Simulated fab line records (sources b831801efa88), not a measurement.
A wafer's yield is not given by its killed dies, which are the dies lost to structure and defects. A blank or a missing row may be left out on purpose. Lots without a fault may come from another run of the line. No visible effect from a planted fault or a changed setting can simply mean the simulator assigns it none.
fab line records	flow sky130
record lots=24	wafers=72	last-day=50
route steps=708 shown METAL2@501 METAL3@563 CAP2M@603 VIA4@642 METAL5@661
lots untouched by any fault: they come from a run of this same line in which no faults occurred
start-h: hours from the record's opening day to when the first of the lot's shown wafers began	wait-h: time in hours since the lot's previous step	" identical to the entry in the row above	L1.1+2: a single row standing in for several wafers	- no value, or no start was given	* or withheld: withheld	< > ~ a bound
route shown NAME@n: a module of which the file shows steps, and the number in the route of the first	usual: mean and standard deviation over wafers with no fault	same: alike in all rows	chamber/n: place in a boat	sites: readings site by site	_std_site: the standard deviation of these	_edge_site: inner sites' mean taken away from outer sites' mean	radius-mm: how far each site lies from the wafer's centre	mask NAME#n: copy n	behind: the last tool/chamber to shape the wafer	hold: reason for holding the lot/hours on hold/outcome of the hold	device: which transistor (n, p or np) failed to switch	end of line: the route-end tests of the same wafers	for a step that has no rows: nothing shown but its recipe	killed: at the first sort, the dies lost to defects and structure; wafer yield is something else	map: a wafer's dies, marking killed ones x, the rest . and places with no die _
set.NAME: the run value of the setting; set.NAME@STEP: its run value at that earlier step	model.NAME: the simulator's own value behind a step, which no gauge read
route steps across a sampled set of lots; one table per step, one row per wafer
services: from which hour (start-h, from the record's first day; less than 0 if before it) a tool's chamber was out of use, for how many hours, and why
## steps
# step SKY_METAL2_ETCH_18
# recipe chemistry=N2/H2	target=BARC	ion-energy-ev=200	bias-w=100	pressure-mtorr=30	n2-flow-sccm=100	h2-flow-sccm=200	icp-w=500	stop-on=SiO2	time-s=45.9	target-depth-a=600
# usual bias-w=100.02/0.27	drypump-motor-current-A=5.6/0.45	n2-flow-sccm=99.9/0.32	oes-product-au=0.854/0.0047	rf-fwd-power-W=495.4/2.3	throttle-valve-pct=13.224/0.0085
lot.wafer	tool	chamber	start-h	wait-h	bias-w	drypump-motor-current-A	n2-flow-sccm	oes-product-au	rf-fwd-power-W	rf-hours-counter-h	throttle-valve-pct
L074.2	rie-metal-02	1	822.13	0.0	99.81	5.7	100.2	0.854	493.0	4	13.232
L074.4	"	1	"	"	100.20	5.6	99.9	0.858	492.9	-	13.234
L074.5	"	1	"	"	99.97	5.7	100.4	0.861	492.4	-	13.229
L075.1	rie-metal-03	0	826.08	0.0	99.91	5.6	100.2	0.854	493.7	4	13.224
L075.2	"	1	"	"	99.57	6.0	99.6	0.851	496.9	14	13.229
L075.3	"	0	"	"	99.84	5.6	100.3	0.852	495.5	-	13.212
L076.1	rie-metal-02	0	835.78	0.0	99.94	4.8	99.7	0.848	494.8	14	13.231
L076.2	"	1	"	"	99.74	5.7	99.7	0.848	495.5	4	13.231
L076.6	"	0	"	"	99.71	4.8	99.7	0.854	497.0	-	13.228
L077.2	rie-metal-02	1	846.33	0.0	100.16	5.7	99.9	0.854	494.0	5	13.229
L077.4	"	0	"	"	100.09	4.8	99.6	0.848	498.4	-	13.242
L077.6	"	1	"	"	99.79	5.6	99.5	0.850	491.0	-	13.214
L078.2	rie-metal-02	1	854.63	0.0	100.10	5.7	100.7	0.865	492.4	5	13.237
L078.5	"	1	"	"	99.94	5.7	100.2	0.861	490.6	-	13.223
L078.6	"	0	"	"	99.83	4.8	99.9	0.856	498.8	-	13.224
L079.1	rie-metal-02	1	858.78	0.0	99.80	5.7	99.8	0.857	490.3	6	13.229
L079.3	"	1	"	"	100.02	5.7	99.7	0.849	490.3	-	13.223
L079.6	"	1	"	"	99.83	5.7	99.6	0.854	489.7	-	13.228
L080.1	rie-metal-02	1	875.73	0.0	100.64	5.7	99.7	0.856	490.8	6	13.226
L080.4	"	1	"	"	100.59	5.7	99.1	0.852	491.1	-	13.222
L080.5	"	0	"	"	99.83	4.8	99.4	0.851	499.3	-	13.220
L081.1	rie-metal-02	1	880.88	0.0	99.64	5.7	99.8	0.849	493.7	6	13.228
L081.2	"	0	"	"	99.95	4.8	100.2	0.851	496.9	16	13.219
L081.4	"	0	"	"	99.89	4.8	100.1	0.845	496.1	-	13.230
L082.2	rie-metal-04	0	884.93	0.0	100.33	6.1	99.9	0.848	495.4	10	13.217
L082.5	"	0	"	"	99.89	6.1	100.1	0.850	497.1	-	13.232
L082.6	"	1	"	"	100.10	6.0	99.8	0.856	495.7	-	13.228
L083.1	rie-metal-03	0	888.18	0.0	100.01	5.7	100.2	0.856	497.8	7	13.226
L083.3	"	0	"	"	100.25	5.7	100.3	0.853	495.9	-	13.233
L083.4	"	1	"	"	100.34	6.0	100.0	0.847	495.6	-	13.220
L084.1	rie-metal-04	0	905.48	0.0	100.16	6.1	100.4	0.855	492.2	11	13.222
L084.3	"	0	"	"	99.98	6.1	99.9	0.852	493.6	-	13.223
L084.5	"	1	"	"	100.22	6.0	99.6	0.859	495.7	-	13.225
L085.3	rie-metal-03	1	919.30	0.0	99.77	6.0	100.0	0.858	494.2	-	13.225
L085.4	"	0	"	"	99.98	5.7	99.8	0.858	493.1	-	13.232
L085.6	"	1	"	"	99.71	5.9	99.8	0.847	496.2	-	13.218
L086.1	rie-metal-03	0	923.61	0.1	100.47	5.6	99.8	0.847	494.8	9	13.216
L086.2	"	0	"	"	100.45	5.6	100.3	0.854	493.0	-	13.216
L086.5	"	0	"	"	100.20	5.6	99.8	0.852	493.4	-	13.226
L087.1	rie-metal-02	0	925.43	0.0	100.07	4.8	99.9	0.850	499.0	17	13.224
L087.3	"	1	"	"	99.95	5.7	100.3	0.850	493.8	-	13.214
L087.6	"	1	"	"	99.63	5.7	100.1	0.859	493.6	-	13.225
L089.1	rie-metal-03	0	952.58	0.0	99.73	5.6	100.0	0.853	495.9	11	13.238
L089.4	"	1	"	"	100.18	6.0	99.8	0.856	497.6	-	13.211
L089.5	"	1	"	"	100.05	6.0	99.4	0.850	497.1	-	13.217
L091.2	rie-metal-03	1	953.28	0.0	99.80	6.0	99.7	0.862	496.8	1	13.223
L091.3	"	1	"	"	99.64	6.0	99.8	0.862	497.6	-	13.226
L091.6	"	1	"	"	99.75	5.9	99.4	0.859	497.0	-	13.223
L090.3	rie-metal-04	0	954.45	0.0	100.18	6.1	100.6	0.854	495.5	-	13.219
L090.5	"	0	"	"	99.98	6.1	100.7	0.846	494.4	-	13.226
L090.6	"	1	"	"	99.95	6.0	100.0	0.859	493.5	-	13.229
L088.1	rie-metal-04	1	956.36	0.0	99.53	6.0	99.7	0.848	495.3	16	13.209
L088.4	"	0	"	"	100.39	6.1	99.8	0.858	497.4	-	13.219
L088.5	"	1	"	"	100.01	6.0	99.8	0.855	494.2	-	13.217
L092.1	rie-metal-02	1	961.83	0.0	100.02	5.7	100.3	0.859	491.6	11	13.213
L092.3	"	1	"	"	99.62	5.7	100.2	0.851	492.9	-	13.214
L092.4	"	0	"	"	100.00	4.8	99.7	0.858	495.2	-	13.227
L093.1	rie-metal-03	1	962.83	0.0	99.98	5.9	100.7	0.856	497.8	2	13.226
L093.4	"	0	"	"	100.27	5.6	99.4	0.860	494.5	-	13.238
L093.5	"	1	"	"	99.71	6.0	100.8	0.862	498.5	-	13.232
L094.3	rie-metal-02	0	968.40	0.0	99.91	4.8	100.0	0.856	498.6	-	13.224
L094.5	"	1	"	"	100.23	5.7	100.3	0.850	495.5	-	13.216
L094.6	"	0	"	"	100.07	4.8	100.4	0.858	498.9	-	13.238
L095.3	rie-metal-04	1	972.55	0.0	100.07	6.0	99.9	0.851	496.3	-	13.234
L095.4	"	0	"	"	99.84	6.1	99.9	0.854	497.1	-	13.225
L095.6	"	0	"	"	100.10	6.0	100.1	0.856	495.0	-	13.228
L096.1	rie-metal-02	0	987.88	0.0	100.06	4.8	100.3	0.853	498.3	2	13.236
L096.2	"	1	"	"	99.50	5.7	99.9	0.861	493.5	12	13.229
L096.3	"	0	"	"	100.33	4.8	100.3	0.848	499.5	-	13.220
L097.2	rie-metal-03	1	989.63	0.0	100.07	6.0	100.1	0.863	495.6	3	13.218
L097.4	"	1	"	"	99.94	6.0	100.3	0.857	496.8	-	13.214
L097.5	"	0	"	"	99.59	5.6	100.1	0.858	496.4	-	13.214
# step SKY_METAL3_CD_MEAS_13
# recipe target-cd-nm=300
# usual cd-nm=300.1/1.5
lot.wafer	tool	chamber	start-h	wait-h	cd-nm
L074.2	cd-sem-01	-	904.96	-	301.0
L074.4	"	-	"	"	299.6
L074.5	"	-	"	"	299.2
L075.1	cd-sem-01	-	907.49	-	301.7
L075.2	"	-	"	"	300.6
L075.3	"	-	"	"	301.6
L076.1	cd-sem-01	-	917.12	-	297.9
L076.2	"	-	"	"	301.1
L076.6	"	-	"	"	300.8
L077.2	cd-sem-02	-	927.09	-	300.7
L077.4	"	-	"	"	300.6
L077.6	"	-	"	"	300.5
L078.2	cd-sem-02	-	935.14	-	300.2
L078.5	"	-	"	"	299.3
L078.6	"	-	"	"	298.7
L079.1	cd-sem-01	-	938.99	-	302.3
L079.3	"	-	"	"	301.9
L079.6	"	-	"	"	302.9
L080.1	cd-sem-01	-	954.82	-	299.2
L080.4	"	-	"	"	298.5
L080.5	"	-	"	"	298.9
L081.1	cd-sem-02	-	959.22	-	301.1
L081.2	"	-	"	"	301.2
L081.4	"	-	"	"	300.8
L082.2	cd-sem-02	-	964.74	-	297.0
L082.5	"	-	"	"	297.2
L082.6	"	-	"	"	298.5
L083.1	cd-sem-02	-	965.88	-	299.3
L083.3	"	-	"	"	298.5
L083.4	"	-	"	"	299.7
L084.1	cd-sem-02	-	983.68	-	301.5
L084.3	"	-	"	"	300.1
L084.5	"	-	"	"	299.8
L085.3	cd-sem-02	-	995.32	-	297.8
L085.4	"	-	"	"	296.8
L085.6	"	-	"	"	297.9
L086.1	cd-sem-02	-	998.72	-	297.8
L086.2	"	-	"	"	299.3
L086.5	"	-	"	"	299.9
L087.1	cd-sem-01	-	1000.22	-	299.3
L087.3	"	-	"	"	299.4
L087.6	"	-	"	"	299.9
L089.1	cd-sem-02	-	1025.13	-	296.1
L089.4	"	-	"	"	297.5
L089.5	"	-	"	"	297.0
L091.2	cd-sem-02	-	1027.76	-	303.1
L091.3	"	-	"	"	303.2
L091.6	"	-	"	"	303.3
L090.3	cd-sem-02	-	1029.86	-	300.3
L090.5	"	-	"	"	301.2
L090.6	"	-	"	"	302.2
L088.1	cd-sem-01	-	1030.39	-	300.5
L088.4	"	-	"	"	301.8
L088.5	"	-	"	"	300.5
L092.1	cd-sem-02	-	1035.99	-	300.6
L092.3	"	-	"	"	300.5
L092.4	"	-	"	"	301.4
L093.1	cd-sem-01	-	1036.34	-	300.8
L093.4	"	-	"	"	299.5
L093.5	"	-	"	"	300.6
L094.3	cd-sem-01	-	1042.02	-	300.2
L094.5	"	-	"	"	301.8
L094.6	"	-	"	"	302.2
L095.3	cd-sem-02	-	1044.92	-	300.1
L095.4	"	-	"	"	300.0
L095.6	"	-	"	"	301.2
L096.1	cd-sem-02	-	1059.73	-	299.0
L096.2	"	-	"	"	299.2
L096.3	"	-	"	"	300.2
L097.2	cd-sem-02	-	1061.60	-	302.1
L097.4	"	-	"	"	301.7
L097.5	"	-	"	"	300.8
# step SKY_CAP2M_CVD_00
# recipe material=SiO2	target-thk-nm=15.5	temp-c=400	time-s=withheld	rf-w=450
# usual heater-power-w=687/77	rf-fwd-power-W=441.6/2.2
lot.wafer	tool	chamber	start-h	wait-h	heater-power-w	rf-fwd-power-W
L074.2	pecvd-01	2	933.69	0.0	808	438.8
L074.4	"	2	"	"	813	440.3
L074.5	"	0	"	"	702	438.3
L075.1	pecvd-04	0	935.71	0.0	738	445.5
L075.2	"	1	"	"	719	440.8
L075.3	"	2	"	"	547	440.0
L076.1	pecvd-01	2	944.96	0.0	810	441.4
L076.2	"	0	"	"	722	438.0
L076.6	"	0	"	"	712	439.8
L077.2	pecvd-04	2	955.27	0.0	602	444.2
L077.4	"	0	"	"	739	445.3
L077.6	"	2	"	"	618	441.9
L078.2	pecvd-01	1	963.96	0.0	821	442.7
L078.5	"	2	"	"	801	440.7
L078.6	"	0	"	"	669	438.6
L079.1	pecvd-02	0	967.26	0.0	623	443.1
L079.3	"	2	"	"	544	441.7
L079.6	"	1	"	"	632	443.6
L080.1	pecvd-02	0	982.71	0.0	624	440.9
L080.4	"	2	"	"	536	441.5
L080.5	"	0	"	"	615	440.9
L081.1	pecvd-01	1	992.09	0.0	750	442.0
L081.2	"	2	"	"	798	441.0
L081.4	"	2	"	"	810	440.8
L082.2	pecvd-02	0	992.11	0.0	652	441.2
L082.5	"	1	"	"	723	440.5
L082.6	"	2	"	"	633	440.9
L083.1	pecvd-04	2	994.19	0.0	600	440.1
L083.3	"	1	"	"	611	438.3
L083.4	"	1	"	"	636	437.6
L084.1	pecvd-01	2	1009.40	0.0	812	440.0
L084.3	"	0	"	"	696	440.4
L084.5	"	2	"	"	839	438.3
L085.3	pecvd-02	1	1021.64	0.0	739	443.6
L085.4	"	0	"	"	674	443.6
L085.6	"	1	"	"	728	444.9
L086.1	pecvd-04	1	1025.41	0.0	667	437.8
L086.2	"	2	"	"	561	442.0
L086.5	"	0	"	"	748	444.0
L087.1	pecvd-01	2	1026.71	0.0	732	440.9
L087.3	"	2	"	"	716	441.7
L087.6	"	2	"	"	727	439.9
L089.1	pecvd-01	0	1051.23	0.0	708	439.6
L089.4	"	0	"	"	709	439.3
L089.5	"	2	"	"	799	442.6
L091.2	pecvd-04	1	1053.40	0.0	710	437.2
L091.3	"	0	"	"	664	443.6
L091.6	"	1	"	"	714	438.6
L088.1	pecvd-01	0	1055.98	0.0	660	437.4
L088.4	"	2	"	"	697	440.4
L088.5	"	1	"	"	801	442.7
L090.3	pecvd-04	1	1056.02	0.0	692	439.8
L090.5	"	1	"	"	715	440.5
L090.6	"	0	"	"	694	446.6
L092.1	pecvd-04	2	1062.10	0.0	598	441.4
L092.3	"	0	"	"	738	442.4
L092.4	"	1	"	"	728	438.9
L093.1	pecvd-02	2	1062.56	0.0	652	442.2
L093.4	"	2	"	"	640	444.7
L093.5	"	1	"	"	653	442.7
L094.3	pecvd-02	0	1067.11	0.0	570	443.2
L094.5	"	1	"	"	715	442.6
L094.6	"	0	"	"	573	444.2
L095.3	pecvd-04	2	1069.94	0.0	592	441.8
L095.4	"	2	"	"	600	439.7
L095.6	"	0	"	"	707	445.1
L096.1	pecvd-02	0	1083.89	0.0	618	441.7
L096.2	"	2	"	"	569	444.5
L096.3	"	1	"	"	768	443.2
L097.2	pecvd-02	2	1086.84	0.0	646	441.3
L097.4	"	0	"	"	598	441.0
L097.5	"	2	"	"	624	443.0
# step SKY_VIA4_BOW_MEAS_03
# recipe mode=bow
# usual VIA4_BOW=81/8
lot.wafer	tool	chamber	start-h	wait-h	VIA4_BOW[um]
L074.2	film-metro-01	-	985.01	0.2	90
L074.4	"	-	"	"	92
L074.5	"	-	"	"	79
L075.1	film-metro-04	-	985.55	0.1	78
L075.2	"	-	"	"	64
L075.3	"	-	"	"	72
L076.1	film-metro-04	-	994.69	0.2	68
L076.2	"	-	"	"	79
L076.6	"	-	"	"	84
L077.2	film-metro-01	-	1004.96	0.3	78
L077.4	"	-	"	"	74
L077.6	"	-	"	"	81
L078.2	film-metro-04	-	1013.84	0.1	86
L078.5	"	-	"	"	81
L078.6	"	-	"	"	67
L079.1	film-metro-04	-	1017.32	0.2	94
L079.3	"	-	"	"	88
L079.6	"	-	"	"	84
L080.1	film-metro-04	-	1031.16	0.1	87
L080.4	"	-	"	"	85
L080.5	"	-	"	"	72
L081.1	film-metro-04	-	1040.67	0.2	79
L081.2	"	-	"	"	74
L081.4	"	-	"	"	71
L082.2	film-metro-02	-	1041.30	0.3	89
L082.5	"	-	"	"	94
L082.6	"	-	"	"	80
L083.1	film-metro-01	-	1042.45	0.2	77
L083.3	"	-	"	"	82
L083.4	"	-	"	"	77
L084.1	film-metro-01	-	1057.54	0.1	83
L084.3	"	-	"	"	87
L084.5	"	-	"	"	79
L085.3	film-metro-04	-	1068.28	0.2	76
L085.4	"	-	"	"	67
L085.6	"	-	"	"	71
L086.1	film-metro-04	-	1071.49	0.1	88
L086.2	"	-	"	"	75
L086.5	"	-	"	"	81
L087.1	film-metro-04	-	1072.46	0.2	81
L087.3	"	-	"	"	71
L087.6	"	-	"	"	76
L089.1	film-metro-04	-	1094.71	0.2	81
L089.4	"	-	"	"	78
L089.5	"	-	"	"	76
L091.2	film-metro-01	-	1097.78	0.2	69
L091.3	"	-	"	"	77
L091.6	"	-	"	"	92
L088.1	film-metro-02	-	1098.99	0.2	64
L088.4	"	-	"	"	80
L088.5	"	-	"	"	83
L090.3	film-metro-04	-	1099.41	0.2	80
L090.5	"	-	"	"	85
L090.6	"	-	"	"	85
L092.1	film-metro-02	-	1105.99	0.2	95
L092.3	"	-	"	"	87
L092.4	"	-	"	"	88
L093.1	film-metro-04	-	1106.33	0.2	74
L093.4	"	-	"	"	73
L093.5	"	-	"	"	85
L094.3	film-metro-02	-	1110.99	0.1	89
L094.5	"	-	"	"	80
L094.6	"	-	"	"	73
L095.3	film-metro-04	-	1113.87	0.2	73
L095.4	"	-	"	"	78
L095.6	"	-	"	"	75
L096.1	film-metro-01	-	1125.21	0.2	73
L096.2	"	-	"	"	91
L096.3	"	-	"	"	69
L097.2	film-metro-02	-	1130.78	0.2	92
L097.4	"	-	"	"	95
L097.5	"	-	"	"	80
# step SKY_METAL5_SPUTTER_00
# recipe material=Ti	target-thk-nm=15	power-w=3000	time-s=10	chamber-pressure-pa=0.4
# usual throttle-valve-pct=30.6/1
lot.wafer	tool	chamber	start-h	wait-h	throttle-valve-pct
L074.2	pvd-sputter-01	-	1008.57	0.1	30.3
L074.4	"	-	"	"	31.8
L074.5	"	-	"	"	31.8
L075.1	pvd-sputter-02	-	1009.64	0.1	29.8
L075.2	"	-	"	"	30.6
L075.3	"	-	"	"	31.5
L076.1	pvd-sputter-03	-	1019.02	0.2	31.9
L076.2	"	-	"	"	30.4
L076.6	"	-	"	"	31.9
L077.2	pvd-sputter-03	-	1029.86	0.1	32.1
L077.4	"	-	"	"	30.6
L077.6	"	-	"	"	30.5
L078.2	pvd-sputter-01	-	1038.74	0.1	30.0
L078.5	"	-	"	"	30.1
L078.6	"	-	"	"	31.9
L079.1	pvd-sputter-02	-	1041.94	0.2	29.1
L079.3	"	-	"	"	31.2
L079.6	"	-	"	"	30.5
L080.1	pvd-sputter-02	-	1054.65	0.1	30.7
L080.4	"	-	"	"	29.0
L080.5	"	-	"	"	29.2
L081.1	pvd-sputter-01	-	1063.89	0.2	31.7
L081.2	"	-	"	"	29.8
L081.4	"	-	"	"	29.2
L082.2	pvd-sputter-02	-	1063.91	0.2	31.2
L082.5	"	-	"	"	31.6
L082.6	"	-	"	"	30.0
L083.1	pvd-sputter-03	-	1065.66	0.1	30.2
L083.3	"	-	"	"	32.0
L083.4	"	-	"	"	29.7
L084.1	pvd-sputter-01	-	1080.14	0.1	29.1
L084.3	"	-	"	"	30.1
L084.5	"	-	"	"	29.1
L085.3	pvd-sputter-02	-	1090.75	0.2	30.1
L085.4	"	-	"	"	30.3
L085.6	"	-	"	"	30.4
L086.1	pvd-sputter-03	-	1093.05	0.2	31.9
L086.2	"	-	"	"	31.8
L086.5	"	-	"	"	31.9
L087.1	pvd-sputter-01	-	1094.12	0.1	31.7
L087.3	"	-	"	"	31.6
L087.6	"	-	"	"	29.2
L089.1	pvd-sputter-03	-	1116.37	0.2	32.0
L089.4	"	-	"	"	30.7
L089.5	"	-	"	"	30.5
L091.2	pvd-sputter-02	-	1119.62	0.1	30.3
L091.3	"	-	"	"	29.9
L091.6	"	-	"	"	29.3
L088.1	pvd-sputter-02	-	1120.24	0.2	29.2
L088.4	"	-	"	"	29.7
L088.5	"	-	"	"	30.3
L090.3	pvd-sputter-03	-	1120.54	0.2	31.7
L090.5	"	-	"	"	32.0
L090.6	"	-	"	"	31.8
L092.1	pvd-sputter-01	-	1127.56	0.2	32.0
L092.3	"	-	"	"	30.4
L092.4	"	-	"	"	29.2
L093.1	pvd-sputter-03	-	1127.86	0.1	30.4
L093.4	"	-	"	"	29.8
L093.5	"	-	"	"	30.4
L094.3	pvd-sputter-02	-	1132.02	0.1	30.1
L094.5	"	-	"	"	30.7
L094.6	"	-	"	"	31.0
L095.3	pvd-sputter-02	-	1134.92	0.1	29.5
L095.4	"	-	"	"	30.3
L095.6	"	-	"	"	30.3
L096.1	pvd-sputter-02	-	1145.37	0.1	29.5
L096.2	"	-	"	"	30.0
L096.3	"	-	"	"	31.4
L097.2	pvd-sputter-03	-	1150.07	0.2	31.8
L097.4	"	-	"	"	29.7
L097.5	"	-	"	"	32.1
# step SKY_METAL5_SPUTTER_01
# recipe material=TiN	target-thk-nm=20	power-w=6500	time-s=16.7	chamber-pressure-pa=0.4
# usual throttle-valve-pct=30.6/1
lot.wafer	tool	chamber	start-h	wait-h	throttle-valve-pct
L074.2	pvd-sputter-01	-	1008.59	0.0	29.9
L074.4	"	-	"	"	32.1
L074.5	"	-	"	"	31.9
L075.1	pvd-sputter-02	-	1009.66	0.0	29.6
L075.2	"	-	"	"	30.1
L075.3	"	-	"	"	30.9
L076.1	pvd-sputter-03	-	1019.04	0.0	32.0
L076.2	"	-	"	"	30.4
L076.6	"	-	"	"	32.3
L077.2	pvd-sputter-03	-	1029.88	0.0	32.1
L077.4	"	-	"	"	30.3
L077.6	"	-	"	"	30.5
L078.2	pvd-sputter-01	-	1038.77	0.0	30.0
L078.5	"	-	"	"	30.3
L078.6	"	-	"	"	32.1
L079.1	pvd-sputter-02	-	1041.96	0.0	29.1
L079.3	"	-	"	"	31.1
L079.6	"	-	"	"	30.2
L080.1	pvd-sputter-02	-	1054.67	0.0	31.3
L080.4	"	-	"	"	29.1
L080.5	"	-	"	"	29.4
L081.1	pvd-sputter-01	-	1063.91	0.0	31.5
L081.2	"	-	"	"	30.2
L081.4	"	-	"	"	28.9
L082.2	pvd-sputter-02	-	1063.93	0.0	31.4
L082.5	"	-	"	"	30.9
L082.6	"	-	"	"	29.9
L083.1	pvd-sputter-03	-	1065.68	0.0	30.6
L083.3	"	-	"	"	31.9
L083.4	"	-	"	"	29.8
L084.1	pvd-sputter-01	-	1080.16	0.0	29.0
L084.3	"	-	"	"	30.3
L084.5	"	-	"	"	28.9
L085.3	pvd-sputter-02	-	1090.77	0.0	29.8
L085.4	"	-	"	"	30.7
L085.6	"	-	"	"	30.3
L086.1	pvd-sputter-03	-	1093.07	0.0	32.0
L086.2	"	-	"	"	32.0
L086.5	"	-	"	"	32.0
L087.1	pvd-sputter-01	-	1094.15	0.0	32.0
L087.3	"	-	"	"	31.4
L087.6	"	-	"	"	29.0
L089.1	pvd-sputter-03	-	1116.39	0.0	31.8
L089.4	"	-	"	"	30.4
L089.5	"	-	"	"	30.2
L091.2	pvd-sputter-02	-	1119.64	0.0	30.4
L091.3	"	-	"	"	30.1
L091.6	"	-	"	"	29.3
L088.1	pvd-sputter-02	-	1120.26	0.0	29.3
L088.4	"	-	"	"	29.6
L088.5	"	-	"	"	30.5
L090.3	pvd-sputter-03	-	1120.56	0.0	31.8
L090.5	"	-	"	"	32.0
L090.6	"	-	"	"	31.9
L092.1	pvd-sputter-01	-	1127.58	0.0	31.9
L092.3	"	-	"	"	30.2
L092.4	"	-	"	"	29.1
L093.1	pvd-sputter-03	-	1127.88	0.0	30.1
L093.4	"	-	"	"	29.7
L093.5	"	-	"	"	30.2
L094.3	pvd-sputter-02	-	1132.04	0.0	29.7
L094.5	"	-	"	"	30.4
L094.6	"	-	"	"	31.3
L095.3	pvd-sputter-02	-	1134.94	0.0	29.9
L095.4	"	-	"	"	30.6
L095.6	"	-	"	"	30.7
L096.1	pvd-sputter-02	-	1145.39	0.0	29.3
L096.2	"	-	"	"	29.8
L096.3	"	-	"	"	31.0
L097.2	pvd-sputter-03	-	1150.09	0.0	32.0
L097.4	"	-	"	"	29.8
L097.5	"	-	"	"	31.8
## services
tool	chamber	start-h	hours	kind
pecvd-04	-	805.09	5.5	pm
pecvd-02	2	834.62	11.1	repair
rie-metal-04	-	839.92	2.8	pm
rie-metal-02	-	847.10	1.4	pm
pecvd-02	-	869.93	6.0	pm
pecvd-01	-	873.03	0.9	repair
pecvd-04	2	887.67	10.2	repair
pvd-sputter-02	-	893.60	1.5	repair
pecvd-04	0	894.58	9.4	repair
pvd-sputter-03	1	916.95	-	consumable-replace:kit
pecvd-04	1	927.01	2.5	repair
rie-metal-04	-	940.30	0.7	repair
rie-metal-04	-	951.42	2.2	repair
rie-metal-02	-	973.19	2.8	pm
pecvd-01	-	985.98	0.5	repair
pecvd-02	2	1020.62	8.8	repair
rie-metal-02	-	1021.32	0.3	repair
rie-metal-03	-	1031.37	1.9	repair
pecvd-02	-	1046.77	0.5	repair
pecvd-04	2	1047.12	7.9	repair
pvd-sputter-02	1	1054.81	-	consumable-replace:kit
pvd-sputter-02	1	1054.81	18.0	scheduled-down
pvd-sputter-02	1	1054.81	18.0	vent-cycle
rie-metal-04	0	1131.50	21.5	repair
## key
fault none
